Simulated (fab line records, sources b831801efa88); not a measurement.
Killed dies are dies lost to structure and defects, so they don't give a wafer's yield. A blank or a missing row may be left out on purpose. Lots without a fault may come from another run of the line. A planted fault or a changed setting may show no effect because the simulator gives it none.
Chamber matching | flow gf180mcu | GF_V2_ETCH_16 on rie_diel-02: 4 sister chambers
The step etches BARC in N2/H2. 8 wafers are shown with their chamber, then 8 later ones without.

WAFERS WITH THEIR CHAMBER
wafer  | chamber | drypump_motor_current_A (A) | throttle_valve_pct (%)
L085.6 | 2       | 5.8                         | 13.220
L088.3 | 0       | 5.9                         | 13.235
L088.5 | 3       | 5.8                         | 13.224
L088.6 | 2       | 5.9                         | 13.222
L092.2 | 0       | 5.9                         | 13.226
L092.4 | 1       | 5.8                         | 13.208
L092.5 | 3       | 5.8                         | 13.225
L093.3 | 1       | 5.8                         | 13.220

WAFERS WITHOUT THEIR CHAMBER
wafer  | drypump_motor_current_A (A) | throttle_valve_pct (%)
L093.4 | 5.8                         | 13.216
L093.6 | 5.9                         | 13.221
L095.2 | 5.8                         | 13.228
L095.3 | 5.9                         | 13.230
L095.6 | 5.8                         | 13.229
L097.1 | 5.8                         | 13.219
L097.4 | 5.8                         | 13.223
L097.5 | 5.8                         | 13.233

WHICH CHAMBER EACH WENT THROUGH
wafer  | from the rows above               | in truth
L093.4 | can't be placed: 1 or 3 or 2      | 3
L093.6 | can't be placed: 2 or 0 or 3 or 1 | 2
L095.2 | can't be placed: 3 or 2 or 1      | 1
L095.3 | 0                                 | 0
L095.6 | can't be placed: 3 or 2 or 1      | 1
L097.1 | can't be placed: 1 or 3 or 2      | 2
L097.4 | can't be placed: 3 or 2 or 1      | 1
L097.5 | can't be placed: 3 or 2 or 0 or 1 | 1
Placed correctly: 1 of 8. Can't be placed from these rows: 7 (the true chamber is among the candidates in 7). Placed wrongly: 0.
How it was worked out, from the rows above alone: a wafer's distance from a chamber is the root of the sum, over the readings, of the square of ((its reading less the chamber's mean) divided by the reading's scatter). The wafer belongs to the nearest chamber; if the next one is less than 2 further off, it can't be placed. A chamber's mean is the mean of its shown wafers. The scatter: the root of (the sum of the squares of (reading less its chamber's mean) over the shown wafers, divided by (wafers less chambers)).
